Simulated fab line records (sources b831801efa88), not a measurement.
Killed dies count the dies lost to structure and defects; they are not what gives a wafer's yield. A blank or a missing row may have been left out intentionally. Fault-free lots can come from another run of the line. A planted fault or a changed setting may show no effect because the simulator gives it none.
Matching of chambers | flow sky130 | SKY_FIELD_ISO_CMP_27 on cmp-01: 4 sister chambers
The step polishes, stops on Si3N4, t overpolish 16 s, target thk 457.8 nm. 4 wafers are shown with their chamber, then 6 later ones without.

== WAFERS WITH THEIR CHAMBER ==
wafer  | chamber | time_to_endpoint_s (s)
L106.3 | 0       | 113
L106.4 | 2       | 114
L108.1 | 1       | 104
L108.2 | 3       | 110

== WAFERS WITHOUT THEIR CHAMBER ==
wafer  | time_to_endpoint_s (s)
L108.4 | 107
L109.3 | 110
L109.5 | 115
L109.6 | 108
L119.4 | 115
L119.6 | 110

== WHICH CHAMBER EACH WENT THROUGH ==
wafer  | from the rows above          | in truth
L108.4 | can't be placed: 1 or 3 or 0 | 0
L109.3 | can't be placed: 3 or 0      | 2
L109.5 | can't be placed: 2 or 0      | 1
L109.6 | can't be placed: 3 or 1 or 0 | 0
L119.4 | can't be placed: 2 or 0      | 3
L119.6 | can't be placed: 3 or 0      | 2
0 of 6 placed correctly. These rows do not allow placing 6 (true chamber among the candidates in 2). 0 placed wrongly.
How it was worked out, from the rows above alone: a wafer's distance from a chamber is the root of the sum, over the readings, of the square of ((its reading less the chamber's mean) divided by the reading's scatter). The wafer belongs to the nearest chamber; if the next one is less than 2 further off, it can't be placed. For every chamber, the mean is computed from those of its wafers that are shown. The scatter (one wafer shown for each chamber): square how far every hidden wafer sits from the nearest shown wafer, average those squares and take the square root.
